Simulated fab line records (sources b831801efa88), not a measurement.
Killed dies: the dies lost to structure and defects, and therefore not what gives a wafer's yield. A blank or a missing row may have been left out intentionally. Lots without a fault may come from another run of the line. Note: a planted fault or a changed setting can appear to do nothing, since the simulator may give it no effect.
A lot that was struck, set against a sound lot + flow sky130 + 36 steps out of a route of 708
Sound: these wafers, L423.1, L423.2, L423.4. Wafers L434.1, L434.2, L434.6 were the ones struck. At the end, the cause is stated.
At each step with rows: each side's tool, then ch and its chambers, then its first start. Under that, the readings that differ: sound wafers + struck wafers + difference of the means + sigmas: that difference in standard deviations of wafers without a fault.
alike: words and numbers the same on both sides, and readings whose means are apart by under 2 such deviations; not compared: readings that were withheld, readings missing a value for some wafer, numbers with overlapping values and no deviation given by the record, and bounds like >300 which may hide the same value.
Wherever a step has rows on one side only, a row that says differs or no value, or a row with sigmas, the two part there. Non-overlapping numbers with no deviation appear without sigmas and do not part them. A reading that every wafer of one side lacks parts them only if that side has two wafers or more.

first, 10 steps without rows for these wafers: SKY_GATE_OXIDE_COAT_05 (resist thk 1140 nm); SKY_GATE_OXIDE_SOFTBAKE_06 (time 60 s); SKY_GATE_OXIDE_EXPOSE_07 (exposes mask LVOM, target cd 600 nm); SKY_GATE_OXIDE_PEB_08; SKY_GATE_OXIDE_DEVELOP_09 (develop time 60 s); SKY_GATE_OXIDE_IMPLANT_11; SKY_GATE_OXIDE_WET_ETCH_12 (etches SiO2 in dHF, target depth 16.8 nm, time 336 s); SKY_GATE_OXIDE_STRIP_13 (strips in O2/N2); SKY_GATE_OXIDE_CLEAN_15 (cleans in SC1/SC2, time 150 s); SKY_GATE_OXIDE_OXIDATION_16 (stabilise 600 s, purge 300 s, target thk 3.57 nm).
SKY_POLY_GATE_CVD_00: deposits poly-Si, target thk 180 nm, time 720 s.
  sound on lpcvd-01 ch 0, day 16 00:59; struck on lpcvd-01 ch 1, day 20 07:19
| reading                                       | sound                | struck               | difference | sigmas |
|-----------------------------------------------|----------------------|----------------------|------------|--------|
| spike_tc_bottom_C (C)                         | 642.7 643.9 644.1    | 632.1 631.1 632.3    | -11.7      | -5     |
| spike_tc_centre_C (C)                         | 622.8 622.4 621.6    | 614.7 615.1 614.4    | -7.5       | -6     |
| spike_tc_lower_C (C)                          | 620.8 619.8 621.5    | 615.4 615.0 614.9    | -5.6       | -5     |
| spike_tc_top_C (C)                            | 641.6 641.8 641.4    | 630.2 628.6 629.0    | -12.3      | -5     |
| spike_tc_upper_C (C)                          | 621.1 620.8 622.5    | 611.0 613.5 613.6    | -8.8       | -7     |
| susceptor_temp_C (C)                          | 619.81 619.84 620.10 | 613.32 613.38 613.18 | -6.62      | -23    |
| model.poly-Si_of_POLY_GATE_CVD_00.thk_nm (nm) | 181.4 180.6 179.2    | 151.8 153.5 153      | -27.6      |        |
SKY_POLY_GATE_THK_MEAS_01:
  sound: film_metro-04 at day 16 02:47; struck: film_metro-04 at day 20 09:07
| reading                   | sound             | struck            | difference | sigmas |
|---------------------------|-------------------|-------------------|------------|--------|
| POLY_GATE_CVD_00_THK (nm) | 181.5 180.7 179.3 | 151.8 153.6 153.0 | -27.7      | -21    |
then, 9 steps without rows for these wafers: SKY_RES_PROTECT_DEHYDRATE_00 (time 60 s); SKY_RES_PROTECT_HMDS_01 (prime time 60 s); SKY_RES_PROTECT_COAT_02 (resist thk 1140 nm); SKY_RES_PROTECT_SOFTBAKE_03 (time 60 s); SKY_RES_PROTECT_EXPOSE_04 (exposes mask RPM, target cd 1270 nm); SKY_RES_PROTECT_PEB_05; SKY_RES_PROTECT_DEVELOP_06 (develop time 60 s); SKY_POLY_GATE_IMPLANT_02; SKY_RES_PROTECT_STRIP_07 (strips in O2/N2).
SKY_RES_PROTECT_CLEAN_09: cleans in SC1/SC2, time 150 s.
  sound on wet_bench-01 ch 0, day 17 06:21; struck on wet_bench-04 ch 0, day 21 16:00
| reading                                       | sound           | struck            | difference | sigmas |
|-----------------------------------------------|-----------------|-------------------|------------|--------|
| model.poly-Si_of_POLY_GATE_CVD_00.thk_nm (nm) | 180.8 180 178.6 | 151.2 152.9 152.3 | -27.7      |        |
then, 11 steps without rows for these wafers: SKY_POLY_GATE_CVD_03 (deposits Si3N4 from DCS/NH3, target thk 75 nm, time 1290 s); SKY_POLY_GATE_DEHYDRATE_05 (time 60 s); SKY_POLY_GATE_HMDS_06 (prime time 60 s); SKY_POLY_GATE_COAT_07 (resist thk 110 nm); SKY_POLY_GATE_COAT_08 (resist thk 450 nm); SKY_POLY_GATE_SOFTBAKE_09 (time 90 s); SKY_POLY_GATE_EXPOSE_10 (exposes mask P1M, target cd 150 nm); SKY_POLY_GATE_PEB_11; SKY_POLY_GATE_DEVELOP_12 (develop time 60 s); SKY_POLY_GATE_ETCH_15 (etches BARC in N2/H2, stops on SiO2, time 118.5 s, target depth 110 nm); SKY_POLY_GATE_ETCH_16 (etches Si3N4 in CH3F/O2, stops on poly-Si, time 147.5 s, target depth 75 nm).
SKY_POLY_GATE_ETCH_17: etches poly-Si in HBr/Cl2, stops on SiO2, target depth 180 nm, time 70.5 s.
  sound on rie_si-01 ch 0,2,3, day 18 14:14; struck on rie_si-02 ch 0,1,2, day 23 00:53
| reading                               | sound             | struck            | difference | sigmas |
|---------------------------------------|-------------------|-------------------|------------|--------|
| oes_product_au (a.u.)                 | 0.994 0.984 0.984 | 0.881 0.886 0.882 | -0.104     | -16    |
| model.POLY_GATE.feature_depth_nm (nm) | 180.8 180 178.6   | 151.2 152.9 152.3 | -27.7      |        |
| model.etch.depth_nm (nm)              | 180.8 180 178.6   | 151.2 152.9 152.3 | -27.7      |        |
  alike: drypump_motor_current_A, mfc_cl2_sccm, throttle_valve_pct
  not compared: rf_hours_counter_h
then, 1 step without rows for these wafers: SKY_POLY_GATE_STRIP_18 (strips in O2/N2).
-- a jump in the record: the struck wafers' starts before and after are 27 days apart (it breaks off in module POLY_GATE and resumes in module PAD_OPEN, where the first step shown is number 708 of the route) --
SKY_PAD_OPEN_PROBE_99:
  sound: prober-02 at day 47 13:29; struck: prober-01 at day 50 04:08
| reading                             | sound             | struck            | difference | sigmas |
|-------------------------------------|-------------------|-------------------|------------|--------|
| model.etest.res_high_po.line_ohm_um | 744.2 733.2 724.8 | 868.8 874.1 848.3 | +129.7     |        |
| model.etest.res_poly.line_ohm_um    | 501.5 502.4 491.5 | 616.1 613.5 624.1 | +119.4     |        |
| model.etest.res_high_po.rs_ohm_sq   | 264.5 255 259.1   | 303.2 304.2 296   | +41.6      |        |
| model.etest.res_poly.rs_ohm_sq      | 48.35 46.93 47.49 | 56.74 56.5 56.14  | +8.87      |        |
| model.etest.cap_li_to_poly.c_af_um2 | 99.34 97.61 99.99 | 88.49 93.07 91.18 | -8.07      |        |
  alike: killed_at_M0_to_M3, killed_at_M4_up, killed_at_contacts, killed_at_front_end, killed_at_other, killed_dies, killed_open, killed_short

== WHERE THEY PART ==
At SKY_POLY_GATE_CVD_00 first; at SKY_POLY_GATE_ETCH_17 last (within this record only). Later steps at which nothing parts them and some readings are alike: SKY_PAD_OPEN_PROBE_99.

WHY: whatever the simulator had introduced
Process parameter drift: lpcvd-01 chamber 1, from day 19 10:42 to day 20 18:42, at SKY_POLY_GATE_CVD_00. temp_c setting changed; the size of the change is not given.
